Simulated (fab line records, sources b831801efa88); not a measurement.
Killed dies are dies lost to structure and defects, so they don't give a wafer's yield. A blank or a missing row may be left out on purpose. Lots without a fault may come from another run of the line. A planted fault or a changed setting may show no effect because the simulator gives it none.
Which tool did it? | flow gf180mcu | 6 lots, 18 wafers sampled, at 2 steps of a route of 602

WHAT THE GAUGES READ, wafer by wafer
GF_SALICIDE_THK_MEAS_05: measures by xrf.
lot  | measured     | on            | SALICIDE_TIN_THK (nm)
L106 | day 17 16:17 | film_metro-01 | 19.42 19.48 19.39
L111 | day 19 13:11 | film_metro-01 | 19.96 23.50 20.20
L113 | day 20 02:42 | film_metro-03 | 20.33 20.15 20.49
L120 | day 22 12:47 | film_metro-04 | 20.18 19.53 19.80
L122 | day 23 04:01 | film_metro-01 | 19.91 19.76 19.98
L124 | day 23 23:11 | film_metro-03 | 19.72 19.38 19.85

WHICH TOOL RAN EACH LOT (tool, then ch and the chambers of the sampled wafers, then the start)
lot  | GF_SALICIDE_SPUTTER_03
L106 | pvd_sputter-03, day 17 16:08
L111 | pvd_sputter-03, day 19 13:02
L113 | pvd_sputter-04, day 20 02:34
L120 | pvd_sputter-03, day 22 12:38
L122 | pvd_sputter-04, day 23 03:52
L124 | pvd_sputter-03, day 23 23:01
- GF_SALICIDE_SPUTTER_03: material TiN, target thk 20 nm, time 16.7 s.

THE ANSWER, worked out from the rows above alone
Rule: what is usual is taken from the lots themselves. Put in order of their means at a reading, lots are off if they are a third of the lots or fewer, leave a main group of 4 or more, and stand apart from it by a gap of 3 or more times the standard deviation of the main group's means; of several such gaps the widest counts. A main group whose means are all the same, to the digits that the tables above print for the reading, isn't used. A lot without any number at a reading at which 4 lots or more have one is off too. The other lots that the step has rows for count as sound.
Off: L111, at GF_SALICIDE_THK_MEAS_05 (SALICIDE_TIN_THK). The main group: mean 19.82 nm, standard deviation 0.3.
A tool fits if, at a process step before that reading, it ran every lot that is off, and no sound lot after the first of them. The gauges at GF_SALICIDE_THK_MEAS_05 are tried like those tools. None of those tried fits.

WHAT THE SIMULATOR HAD PUT IN
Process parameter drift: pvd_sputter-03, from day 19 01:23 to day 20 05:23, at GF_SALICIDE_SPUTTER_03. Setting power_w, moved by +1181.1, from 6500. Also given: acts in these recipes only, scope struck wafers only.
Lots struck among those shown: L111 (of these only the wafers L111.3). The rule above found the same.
